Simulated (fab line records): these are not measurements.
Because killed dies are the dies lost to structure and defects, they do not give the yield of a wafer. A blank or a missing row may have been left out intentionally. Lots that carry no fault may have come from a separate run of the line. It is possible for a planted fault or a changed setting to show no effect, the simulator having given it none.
8D (eight disciplines) problem report, filled in by code + flow gf180mcu + the parts of the form that need people (team, actions taken, sign-off) are left out

== 1. THE PROBLEM ==
stripTimeToEndpointS at GF_M4_STRIP_17 reads a mean of 6.79 s on 3 wafers of 1 lot; wafers without a fault read 7.39 s with a standard deviation of 0.071. That is -8.4 standard deviations from the usual mean.
The step: strips in O2/N2.
Seen first at day 29 07:36 on plasmaAsher-02, wafer L341.3. The record holds 36 wafers of 12 lots with a number at this step. The rule behind "out" and "out of limits": a value lying over 4 standard deviations away from the usual mean. Any other wafer with a number is counted as sound.

== 2. WHAT IT IS AND WHAT IT IS NOT ==
| question                    | is                                 | is not                                                              |
|-----------------------------|------------------------------------|---------------------------------------------------------------------|
| which readings at this step | stripTimeToEndpointS, oesProductAu | drypumpMotorCurrentA, heaterPowerW                                  |
| which lots                  | L341                               | L323, L324, L325, L326, L327, L328, L330, L331, L333, L336, L345    |
| which wafers of those lots  | all that have a number             | -                                                                   |
| read on which tools         | plasmaAsher-02                     | plasmaAsher-01, plasmaAsher-04                                      |
| when                        | from day 29 07:36                  | up to then (30 sound wafers); but 3 sound wafers of L345 came after |

== 3. WHAT RULES OUT EACH SUSPECT ==
Counting: a tool at a process step up to the reading stays a suspect if it ran every lot that is out and no sound lot after the first of them.
- pvdSputter-04 at GF_V3_SPUTTER_21 (material Ti, target thk 15 nm, time 80.02 s): kept. It ran the lot that is out, L341 (day 28 11:37), and no sound lot after that; its last sound lot up to then is L330 (day 25 01:37).
- lithoTrack-03 at GF_M4_COAT_09 (resist thk 1000 nm): kept. It ran the lot that is out, L341 (day 28 21:56), and no sound lot after that; its last sound lot up to then is L336 (day 27 09:59).
- plasmaAsher-02 at GF_M4_STRIP_17 (strips in O2/N2): ruled out as a lasting fault. After its first lot that is out, L341 (day 29 07:36), sound lots L345 ran on it.
Left after counting: pvdSputter-04 at GF_V3_SPUTTER_21, lithoTrack-03 at GF_M4_COAT_09.

== 4. THE CAUSE (what the simulator had put in) ==
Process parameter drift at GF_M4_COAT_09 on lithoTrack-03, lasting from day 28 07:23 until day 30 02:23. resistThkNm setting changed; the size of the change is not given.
Counting left 2 suspects, and this tool is among them.

== 5. THE CHAIN OF EFFECTS, in route order ==
Each row: a reading whose mean over the struck wafers that have a number lies more than 3 standard deviations from the usual. Only readings whose record carries a usual standard deviation are examined. hours: median over the lots of the time between each lot's start at the first step of this table that gives one and its start at this step. sigmas: the change, counted in usual standard deviations.
| hours | step           | reading              | usual      | on struck wafers | change | sigmas |
|-------|----------------|----------------------|------------|------------------|--------|--------|
| 0     | GF_M4_STRIP_17 | oesProductAu         | 0.538 a.u. | 0.513            | -0.025 | -4.5   |
| 0     | GF_M4_STRIP_17 | stripTimeToEndpointS | 7.39 s     | 6.79             | -0.60  | -8.4   |
Here are the process steps it includes:
- GF_M4_STRIP_17: strips in O2/N2.

== 6. HOW IT WOULD HAVE BEEN CAUGHT EARLIER ==
24 hours passed between the start of the fault at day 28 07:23 and the first reading out of limits in this record, taken at day 29 07:36.
Tool readings at GF_M4_COAT_09 with a usual standard deviation given in the record: none out on any struck wafer, hence no alarm at a limit of 4 standard deviations on them.
By day 29 07:36 the whole set of lots that are out, 1 in number, had already begun GF_M4_COAT_09 on lithoTrack-03. Had the tool been put on hold then, not one of them would have been saved.
